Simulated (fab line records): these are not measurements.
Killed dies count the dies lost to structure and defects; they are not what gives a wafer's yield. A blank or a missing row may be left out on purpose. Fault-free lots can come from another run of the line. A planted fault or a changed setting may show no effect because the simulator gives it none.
Code-filled problem report in 8D (eight disciplines) form	flow sky130	the parts of the form that need people (team, actions taken, sign-off) are left out

1. THE PROBLEM
Wafers free of any fault read 15.50 nm (standard deviation 0.21) for CAPM_CVD_00_THK at SKY_CAPM_THK_MEAS_01, against a mean of 24.77 nm on 3 wafers of 3 lots. Relative to the usual mean, that is a shift of +44 standard deviations.
First seen on wafer L771.3, day 41 08:10, on filmMetro-02. The record has a number at this step for 36 wafers belonging to 13 lots. By rule, "out" or "out of limits" means more than 4 standard deviations away from the usual mean. Any other wafer with a number is counted as sound.

2. WHAT IT IS; WHAT IT IS NOT
question	is	is not
which readings at this step	CAPM_CVD_00_THK	-
which lots	L771, L773, L774	L756, L757, L758, L760, L761, L762, L763, L768, L776, L777
which wafers of those lots	L771.3, L773.4, L774.3	L771.6, L773.2, L774.6
read on which gauges	filmMetro-01, filmMetro-02, filmMetro-03	-
when	from day 41 08:10	up to then (25 sound wafers); but 8 sound wafers of L773, L774, L776, L777 came after

3. SUSPECTS, AND WHAT RULES EACH OUT
Counting: if a tool at a process step up to the reading ran every lot that is out, it stays a suspect. Sound lots after the first of them don't rule it out here, since some wafers of a struck lot are sound.
- the gauge at SKY_CAPM_THK_MEAS_01: ruled out. The wafers that are out were read on 3 gauges (filmMetro-01, filmMetro-02, filmMetro-03).
- pecvd-02 at SKY_CAPM_CVD_00 (deposits SiO2, target thk 15.5 nm): kept. Ran every lot that is out, first one L771 (day 41 08:08); last sound lot up to then L762 (day 38 17:04).
Left after counting: pecvd-02 at SKY_CAPM_CVD_00.

4. THE CAUSE (what the simulator had put in)
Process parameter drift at SKY_CAPM_CVD_00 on pecvd-02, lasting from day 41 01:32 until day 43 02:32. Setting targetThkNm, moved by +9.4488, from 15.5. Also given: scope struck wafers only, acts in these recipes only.
Only this tool survived the counting.

5. SEQUENCE OF EFFECTS, ordered by route
Each row: a reading where the mean over the struck wafers with a number is more than 3 standard deviations away from the usual. Readings are gone through only where the record gives a usual standard deviation; hours: the median, over the lots, of the time from a lot's start at the first step in this table giving one to that lot's start at this step; sigmas: the change measured in usual standard deviations.
hours	step	reading	usual	on struck wafers	change	sigmas
0	SKY_CAPM_THK_MEAS_01	CAPM_CVD_00_THK	15.50 nm	24.77	+9.27	+44
47	SKY_METAL3_ETCH_17	oesProductAu	0.754 a.u.	0.973	+0.219	+32
Here are the process steps it includes:
- SKY_METAL3_ETCH_17: etches SiO2 in C4F8/O2/Ar, stops on TiN, time 3.9 s, target depth 15 nm.
At these later measuring or inspecting steps, every struck wafer for which the step has a row has a number for every such reading, and none has moved that far: SKY_CAPM_THK_MEAS_04.

6. HOW IT WOULD HAVE BEEN CAUGHT EARLIER
7 hours passed between the start of the fault at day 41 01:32 and the first reading out of limits at a measuring or inspecting step in this record, taken at day 41 08:10.
No tool reading at SKY_CAPM_CVD_00 that has a usual standard deviation in the record was out on any struck wafer, so an alarm limit of 4 standard deviations on those readings would not have fired.
Lots out: 3; of these, L773, L774 started SKY_CAPM_CVD_00 on pecvd-02 after day 41 08:10. A hold on the tool at that time would have spared those 2.
